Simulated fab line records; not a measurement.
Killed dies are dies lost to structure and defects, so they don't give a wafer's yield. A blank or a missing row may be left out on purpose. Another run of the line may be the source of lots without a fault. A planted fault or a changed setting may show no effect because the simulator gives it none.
Which tool was responsible? || flow sky130 || 10 lots, 30 wafers sampled, at 4 steps of a route of 708

## WHAT EACH GAUGE READ, for each wafer
SKY_METAL2_RS_MEAS_05: measurement is done with a four-point probe.
{"lot": "L262", "measured": "day 34 19:29", "on": "film_metro-04", "METAL2_ALCU_RS (ohm/sq)": "0.1271 0.1256 0.1261"}
{"lot": "L263", "measured": "day 35 03:48", "on": "film_metro-04", "METAL2_ALCU_RS (ohm/sq)": "0.1243 0.1266 0.1257"}
{"lot": "L266", "measured": "day 36 11:05", "on": "film_metro-04", "METAL2_ALCU_RS (ohm/sq)": "0.1279 0.1286 0.1271"}
{"lot": "L267", "measured": "day 36 14:05", "on": "film_metro-01", "METAL2_ALCU_RS (ohm/sq)": "0.1254 0.1269 0.1257"}
{"lot": "L269", "measured": "day 37 05:29", "on": "film_metro-01", "METAL2_ALCU_RS (ohm/sq)": "0.1271 0.1277 0.1269"}
{"lot": "L270", "measured": "day 37 13:38", "on": "film_metro-01", "METAL2_ALCU_RS (ohm/sq)": "0.1261 0.1255 0.1255"}
{"lot": "L273", "measured": "day 38 10:00", "on": "film_metro-03", "METAL2_ALCU_RS (ohm/sq)": "0.1260 0.1256 0.1267"}
{"lot": "L278", "measured": "day 39 17:16", "on": "film_metro-04", "METAL2_ALCU_RS (ohm/sq)": "0.1157 0.1172 0.1168"}
{"lot": "L280", "measured": "day 40 11:09", "on": "film_metro-03", "METAL2_ALCU_RS (ohm/sq)": "0.1193 0.1153 0.1165"}
{"lot": "L282", "measured": "day 40 17:50", "on": "film_metro-04", "METAL2_ALCU_RS (ohm/sq)": "0.1253 0.1290 0.1268"}

## EACH LOT AND THE TOOL THAT RAN IT (in order: tool; ch and the chambers of the sampled wafers; start)
{"lot": "L262", "SKY_CONTACT_ETCH_18": "rie_diel-04 ch 0,3, day 33 14:20 or earlier", "SKY_METAL1_DESCUM_17": "rie_metal-02 ch 0,1, day 33 14:20", "SKY_METAL2_SPUTTER_02": "pvd_sputter-01, day 34 19:23"}
{"lot": "L263", "SKY_CONTACT_ETCH_18": "rie_diel-01 ch 1,2,3, day 33 22:02 or earlier", "SKY_METAL1_DESCUM_17": "rie_metal-01 ch 0,1, day 33 22:02", "SKY_METAL2_SPUTTER_02": "pvd_sputter-01, day 35 03:41"}
{"lot": "L266", "SKY_CONTACT_ETCH_18": "rie_diel-02 ch 0,1, day 35 06:18 or earlier", "SKY_METAL1_DESCUM_17": "rie_metal-02 ch 0,1, day 35 06:18", "SKY_METAL2_SPUTTER_02": "pvd_sputter-03, day 36 10:57"}
{"lot": "L267", "SKY_CONTACT_ETCH_18": "rie_diel-02 ch 0,2, day 35 09:10 or earlier", "SKY_METAL1_DESCUM_17": "rie_metal-04 ch 0,1, day 35 09:10", "SKY_METAL2_SPUTTER_02": "pvd_sputter-01, day 36 13:56"}
{"lot": "L269", "SKY_CONTACT_ETCH_18": "rie_diel-02 ch 0,2, day 36 00:18 or earlier", "SKY_METAL1_DESCUM_17": "rie_metal-02 ch 0,1, day 36 00:18", "SKY_METAL2_SPUTTER_02": "pvd_sputter-01, day 37 05:21"}
{"lot": "L270", "SKY_CONTACT_ETCH_18": "rie_diel-01 ch 1,2, day 36 08:08 or earlier", "SKY_METAL1_DESCUM_17": "rie_metal-02 ch 0,1, day 36 08:08", "SKY_METAL2_SPUTTER_02": "pvd_sputter-01, day 37 13:32"}
{"lot": "L273", "SKY_CONTACT_ETCH_18": "rie_diel-01 ch 0,1,2, day 37 05:44 or earlier", "SKY_METAL1_DESCUM_17": "rie_metal-02 ch 0,1, day 37 05:44", "SKY_METAL2_SPUTTER_02": "pvd_sputter-02, day 38 09:54"}
{"lot": "L278", "SKY_CONTACT_ETCH_18": "rie_diel-02 ch 0,1,2, day 38 13:32 or earlier", "SKY_METAL1_DESCUM_17": "rie_metal-02 ch 0, day 38 13:32", "SKY_METAL2_SPUTTER_02": "pvd_sputter-01, day 39 17:11"}
{"lot": "L280", "SKY_CONTACT_ETCH_18": "rie_diel-04 ch 1,2, day 39 07:26 or earlier", "SKY_METAL1_DESCUM_17": "rie_metal-02 ch 0,1, day 39 07:26", "SKY_METAL2_SPUTTER_02": "pvd_sputter-01, day 40 11:02"}
{"lot": "L282", "SKY_CONTACT_ETCH_18": "rie_diel-01 ch 0,1,2, day 39 14:12 or earlier", "SKY_METAL1_DESCUM_17": "rie_metal-01 ch 0,1, day 39 14:12", "SKY_METAL2_SPUTTER_02": "pvd_sputter-03, day 40 17:42"}
- SKY_CONTACT_ETCH_18: etches Si3N4 in CHF3/O2, stops on TiN, time 39 s, target depth 75 nm.
- SKY_METAL1_DESCUM_17: chemistry O2, time 8 s.
- SKY_METAL2_SPUTTER_02: material AlCu, target thk 250 nm, time 13.3 s.

## THE ANSWER, worked out from the rows above alone
Rule: the lots themselves supply what counts as usual. The widest of any qualifying gaps counts: lots, ordered by their means at a reading, are off when they make up no more than a third of the lots, leave a main group of 4 or more, and stand apart from it by 3 or more times the standard deviation of that group's means. A main group whose means are all the same, to the digits that the tables above print for the reading, isn't used. A lot without any number at a reading at which 4 lots or more have one is off too. All remaining lots with rows at the step are treated as sound.
Off: L278, L280, seen at SKY_METAL2_RS_MEAS_05 (METAL2_ALCU_RS). The main group: mean 0.1265 ohm/sq, standard deviation 0.00077.
A tool fits if, at a process step before that reading, it ran every lot that is off, and no sound lot after the first of them. Those tools and the gauges at SKY_METAL2_RS_MEAS_05 are tried in the same way. SKY_CONTACT_ETCH_18: start missing for some lots; hours and lot order therefore follow SKY_METAL1_DESCUM_17. This does not decide it: 2 tools fit, namely rie_metal-02 at SKY_METAL1_DESCUM_17 and pvd_sputter-01 at SKY_METAL2_SPUTTER_02.

## WHAT HAD BEEN PUT IN BY THE SIMULATOR
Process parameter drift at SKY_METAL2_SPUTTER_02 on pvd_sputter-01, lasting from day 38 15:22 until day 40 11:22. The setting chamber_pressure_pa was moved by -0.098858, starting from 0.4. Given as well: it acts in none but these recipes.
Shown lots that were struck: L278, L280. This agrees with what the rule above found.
